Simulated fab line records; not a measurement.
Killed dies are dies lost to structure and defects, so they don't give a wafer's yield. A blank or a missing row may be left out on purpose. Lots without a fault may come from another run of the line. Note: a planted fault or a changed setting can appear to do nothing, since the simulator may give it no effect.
Matching of chambers || flow gf180mcu || 3 sister chambers for GF_PASSIVATION_CVD_02 on pecvd-01
The step deposits Si3N4, target thk 700 nm, time 486.18 s. 3 wafers are shown with their chamber, then 9 later ones without.

EACH WAFER AND ITS CHAMBER
{"wafer": "L376.3", "chamber": 2, "heater power outer w (W)": 543}
{"wafer": "L376.4", "chamber": 0, "heater power outer w (W)": 362}
{"wafer": "L376.6", "chamber": 1, "heater power outer w (W)": 450}

WAFERS MISSING THEIR CHAMBER
{"wafer": "L385.1", "heater power outer w (W)": 437}
{"wafer": "L385.2", "heater power outer w (W)": 479}
{"wafer": "L385.5", "heater power outer w (W)": 471}
{"wafer": "L387.2", "heater power outer w (W)": 482}
{"wafer": "L387.3", "heater power outer w (W)": 560}
{"wafer": "L387.6", "heater power outer w (W)": 459}
{"wafer": "L390.1", "heater power outer w (W)": 563}
{"wafer": "L390.3", "heater power outer w (W)": 450}
{"wafer": "L390.5", "heater power outer w (W)": 458}

EACH ONE'S CHAMBER
{"wafer": "L385.1", "from the rows above": 1, "in truth": 1}
{"wafer": "L385.2", "from the rows above": "can't be placed: 1 or 2", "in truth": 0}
{"wafer": "L385.5", "from the rows above": 1, "in truth": 1}
{"wafer": "L387.2", "from the rows above": "can't be placed: 1 or 2", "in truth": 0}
{"wafer": "L387.3", "from the rows above": 2, "in truth": 2}
{"wafer": "L387.6", "from the rows above": 1, "in truth": 1}
{"wafer": "L390.1", "from the rows above": 2, "in truth": 2}
{"wafer": "L390.3", "from the rows above": 1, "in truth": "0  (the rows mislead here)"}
{"wafer": "L390.5", "from the rows above": 1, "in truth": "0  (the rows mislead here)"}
Correctly placed: 5 of 9. These rows do not allow placing 2 (true chamber among the candidates in 0). 2 placed wrongly.
How it was worked out, from the rows above alone: a wafer's distance from a chamber is the root of the sum, over the readings, of the square of ((its reading less the chamber's mean) divided by the reading's scatter). If the next closest chamber is less than 2 further off than the closest, the wafer can't be placed; otherwise it belongs to the closest. For every chamber, the mean is computed from those of its wafers that are shown. The scatter: root of mean squared gap, hidden wafer to nearest shown wafer, with one shown wafer a chamber.
